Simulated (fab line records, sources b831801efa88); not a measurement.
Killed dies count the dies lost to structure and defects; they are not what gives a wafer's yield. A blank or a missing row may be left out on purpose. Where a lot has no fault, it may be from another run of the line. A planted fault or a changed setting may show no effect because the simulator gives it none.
fab line records -- flow sky130
[record] lots = 6, wafers = 18, last_day = 50
route steps=708 shown CAPM@549 METAL3@555
lots with no fault: from the same line, run without faults
start_h: the number of hours between the record's first day and the start of the first shown wafer of the lot -- wait_h: how many hours have passed since the lot's step before this one -- " identical to the entry in the row above -- L1.1+2: a single row standing in for several wafers -- - no value, or no start was given -- * or withheld: withheld -- < > ~ a bound
route shown NAME@n: NAME is a module with steps in the file, n the number in the route of the first one -- usual: average and standard deviation across the fault-free wafers -- same: alike in all rows -- chamber/n: place in a boat -- sites: the reading at each site -- _std_site: their standard deviation -- _edge_site: mean of outer sites minus mean of inner sites -- radius_mm: for every site, how far away it sits from the centre of the wafer -- mask NAME#n: copy n -- behind: the last tool/chamber to shape the wafer -- hold: why the lot was held/for how many hours/how that ended -- device: the transistor (n, p or np) that didn't switch -- end of line: the route-end tests of the same wafers -- for a step that has no rows: nothing shown but its recipe -- killed: not the wafer's yield, but the dies lost to structure and defects at the first sort -- map: a wafer's dies, x killed, . not, _ none there
set.NAME: setting as actually run; set.NAME@STEP: the setting as run at that earlier step -- model.NAME: the simulator's own value behind a step, which no gauge read
certain route steps with their lots: each step a table, each wafer a row
services: from which hour (start_h, from the record's first day; less than 0 if before it) a tool's chamber was out of use, for how many hours, and why
[[steps]]
[step SKY_CAPM_OVL_MEAS_12]
[usual] CAPM_OVL = -0.2/1.4
lot.wafer,tool,chamber,start_h,wait_h,CAPM_OVL[nm]
L972.1,overlay-01,-,913.07,0.1,-0.4
L972.3,overlay-01,-,913.07,0.1,0.2
L972.4,overlay-01,-,913.07,0.1,2.0
L978.1,overlay-02,-,949.31,0.1,0.5
L978.2,overlay-02,-,949.31,0.1,1.4
L978.3,overlay-02,-,949.31,0.1,-0.2
L984.2,overlay-01,-,1002.12,0.1,0.3
L984.3,overlay-01,-,1002.12,0.1,-0.4
L984.4,overlay-01,-,1002.12,0.1,-1.2
L985.3,overlay-01,-,1003.37,0.1,-0.8
L985.5,overlay-01,-,1003.37,0.1,1.4
L985.6,overlay-01,-,1003.37,0.1,1.0
L987.2,overlay-01,-,1007.57,0.1,2.1
L987.3,overlay-01,-,1007.57,0.1,0.3
L987.4,overlay-01,-,1007.57,0.1,0.3
L991.2,overlay-01,-,1040.42,0.1,-1.0
L991.3,overlay-01,-,1040.42,0.1,-1.4
L991.4,overlay-01,-,1040.42,0.1,0.2
[step SKY_CAPM_METAL_ETCH_13]
[recipe] target_depth_nm = 220, stop_on = SiO2, chemistry = Cl2/BCl3, target = TiN, pressure_mtorr = 10, icp_w = 900, bias_w = 48.5, Cl2_flow_sccm = 60, bcl3_flow_sccm = 30, time_s = 62.9
[usual] drypump_motor_current_A = 5.48/0.22, he_backside_leak_sccm = 3.27/0.15, oes_product_au = 0.941/0.0088, throttle_valve_pct = 21.902/0.0088
lot.wafer,tool,chamber,start_h,wait_h,drypump_motor_current_A,he_backside_leak_sccm,oes_product_au,rf_hours_counter_h,throttle_valve_pct
L972.1,rie_metal-02,0,913.10,0.0,5.62,3.01,0.951,11,21.889
L972.3,rie_metal-02,0,913.10,0.0,5.66,2.97,0.927,-,21.909
L972.4,rie_metal-02,1,913.10,0.0,5.62,3.16,0.939,-,21.911
L978.1,rie_metal-04,1,949.35,0.0,5.28,3.34,0.955,11,21.905
L978.2,rie_metal-04,0,949.35,0.0,5.37,3.64,0.947,16,21.877
L978.3,rie_metal-04,1,949.35,0.0,5.29,3.35,0.935,-,21.894
L984.2,rie_metal-01,1,1002.15,0.0,4.84,3.11,0.944,14,21.901
L984.3,rie_metal-01,1,1002.15,0.0,4.85,3.16,0.936,-,21.889
L984.4,rie_metal-01,0,1002.15,0.0,5.62,3.33,0.949,-,21.903
L985.3,rie_metal-04,1,1003.42,0.0,5.29,3.29,0.932,-,21.913
L985.5,rie_metal-04,0,1003.42,0.0,5.35,3.31,0.937,-,21.907
L985.6,rie_metal-04,1,1003.42,0.0,5.31,3.38,0.939,-,21.903
L987.2,rie_metal-02,0,1007.60,0.0,5.65,3.24,0.953,16,21.888
L987.3,rie_metal-02,1,1007.60,0.0,5.61,3.29,0.925,-,21.902
L987.4,rie_metal-02,0,1007.60,0.0,5.66,3.18,0.943,-,21.894
L991.2,rie_metal-04,1,1040.45,0.0,5.31,3.28,0.953,16,21.892
L991.3,rie_metal-04,1,1040.45,0.0,5.33,3.31,0.956,-,21.879
L991.4,rie_metal-04,0,1040.45,0.0,5.35,3.43,0.936,-,21.894
[step SKY_CAPM_STRIP_14]
[recipe] chemistry = O2/N2, power_w = 1400, pressure_mtorr = 1500, platen_temp_c = withheld, o2_flow_sccm = 3000, n2_flow_sccm = 300, overash_fraction = 0.5
[usual] drypump_motor_current_A = 5.8/0.53, o2_flow_sccm = 3001/10, oes_product_au = 0.710/0.0046, strip_time_to_endpoint_s = 12.67/0.045
[same] overash_fraction = 0.5
lot.wafer,tool,chamber,start_h,wait_h,drypump_motor_current_A,o2_flow_sccm,oes_product_au,rf_hours_counter_h,strip_time_to_endpoint_s
L972.1,plasma_asher-01,0,913.18,0.1,5.9,2993,0.710,79,12.69
L972.3,plasma_asher-01,0,913.18,0.1,5.8,3002,0.709,-,12.69
L972.4,plasma_asher-01,1,913.18,0.1,5.2,3002,0.698,-,12.67
L978.1,plasma_asher-02,0,949.42,0.1,6.8,2996,0.710,52,12.68
L978.2,plasma_asher-02,1,949.42,0.1,5.8,3014,0.706,52,12.69
L978.3,plasma_asher-02,1,949.42,0.1,5.8,2995,0.710,-,12.68
L984.2,plasma_asher-01,0,1002.22,0.1,5.9,3004,0.705,88,12.73
L984.3,plasma_asher-01,1,1002.22,0.1,5.2,2996,0.718,-,12.70
L984.4,plasma_asher-01,0,1002.22,0.1,5.9,2999,0.710,-,12.66
L985.3,plasma_asher-02,0,1003.51,0.1,6.8,2988,0.710,-,12.72
L985.5,plasma_asher-02,0,1003.51,0.1,6.8,2996,0.716,-,12.65
L985.6,plasma_asher-02,1,1003.51,0.1,5.7,3012,0.712,-,12.72
L987.2,plasma_asher-01,1,1007.67,0.1,5.2,2995,0.711,89,12.71
L987.3,plasma_asher-01,1,1007.67,0.1,5.2,2986,0.707,-,12.65
L987.4,plasma_asher-01,0,1007.67,0.1,5.8,3005,0.715,-,12.68
L991.2,plasma_asher-04,0,1040.52,0.1,6.1,2993,0.702,28,12.60
L991.3,plasma_asher-04,1,1040.52,0.1,5.4,2999,0.707,-,12.62
L991.4,plasma_asher-04,0,1040.52,0.1,6.0,3012,0.710,-,12.64
[step SKY_CAPM_STRIP_15]
[recipe] chemistry = post_etch_residue_remover, time_s = 1200, temp_c = 72.5
[step SKY_CAPM_CLEAN_16]
[recipe] chemistry = IPA, time_s = 180, temp_c = 25
[step SKY_CAPM_CLEAN_17]
[recipe] chemistry = O3/DIW, dry = n2_spin
[step SKY_METAL3_DEHYDRATE_05]
[recipe] temp_c = 200, time_s = 60
[step SKY_METAL3_HMDS_06]
[recipe] prime_time_s = 60, prime_temp_c = 120
[step SKY_METAL3_COAT_07]
[recipe] resist = BARC, temp_c = withheld, time_s = withheld, spin_rpm = 3000, resist_thk_nm = 60
[step SKY_METAL3_COAT_08]
[recipe] resist = KrF-thick, spin_rpm = 3000, resist_thk_nm = 1140
[step SKY_METAL3_SOFTBAKE_09]
[recipe] temp_c = 100, time_s = 90, resist = KrF-thick
[step SKY_METAL3_EXPOSE_10]
[recipe] mask_id = MM3, na = 0.68, source_shape = annular, sigma_inner = 0.4, sigma_outer = 0.8, target_cd_nm = 300, dose_mj = 28
[step SKY_METAL3_PEB_11]
[recipe] peb_temp_c = withheld, peb_time_s = withheld, resist = KrF-thick
[usual] chill_plate_temp_C = *, exhaust_pa = 45.1/0.82
lot.wafer,tool,chamber,start_h,wait_h,chill_plate_temp_C,exhaust_pa
L972.1,litho_track-03,0,937,-,*,45.7
L972.3,litho_track-03,0,937,-,*,45.0
L972.4,litho_track-03,0,937,-,*,46.1
L978.1,litho_track-01,0,974,-,*,44.1
L978.2,litho_track-01,0,974,-,*,44.5
L978.3,litho_track-01,0,974,-,*,44.0
L984.2,litho_track-03,-,1026,-,-,-
L984.3,litho_track-03,-,1026,-,-,-
L984.4,litho_track-03,-,1026,-,-,-
L985.3,litho_track-01,-,1027,-,-,-
L985.5,litho_track-01,-,1027,-,-,-
L985.6,litho_track-01,-,1027,-,-,-
L987.2,litho_track-02,0,1030,-,*,43.8
L987.3,litho_track-02,0,1030,-,*,44.9
L987.4,litho_track-02,0,1030,-,*,44.2
L991.2,litho_track-03,0,1062,-,*,45.5
L991.3,litho_track-03,0,1062,-,*,46.7
L991.4,litho_track-03,0,1062,-,*,45.4
[step SKY_METAL3_DEVELOP_12]
[recipe] develop_time_s = 60, resist = KrF-thick, dev_temp_c = 21
[[services]]
tool,chamber,start_h,hours,kind
rie_metal-02,0,1009.68,8.8,repair
plasma_asher-01,-,1016.27,2.8,pm
rie_metal-04,0,1024.31,-,clean
rie_metal-04,0,1024.31,14.8,scheduled_down
rie_metal-04,0,1024.31,14.8,vent_cycle
rie_metal-02,-,1038.57,1.4,pm
rie_metal-04,-,1048.68,0.5,repair
plasma_asher-01,-,1058.93,2.5,repair
plasma_asher-01,-,1059.59,0.4,repair
rie_metal-01,-,1062.25,0.5,repair
[[key]]
[first_sign] step = SKY_METAL3_PEB_11, reading = tool_record, direction = missing
effect none on later readings
met_at SKY_METAL3_PEB_11
struck_wafers L984.2,L984.3,L984.4,L985.3,L985.5,L985.6
later_rows_left_out L984.2,L984.3,L984.4,L985.3,L985.5,L985.6
sort_left_out L984.2,L984.3,L984.4,L985.3,L985.5,L985.6
[fault] kind = skipped_step_whole, tool = litho_track-01,litho_track-03, chamber = -, onset_h = 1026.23, steps = SKY_METAL3_PEB_11, scope = struck_lots_only
// sort_left_out: the simulated sort isn't trusted on such a fault, so these wafers' sort isn't shown, and their yield isn't known
// later_rows_left_out: the simulator's readings of these wafers behind a module that went badly wrong aren't trusted and aren't shown, but for the sort
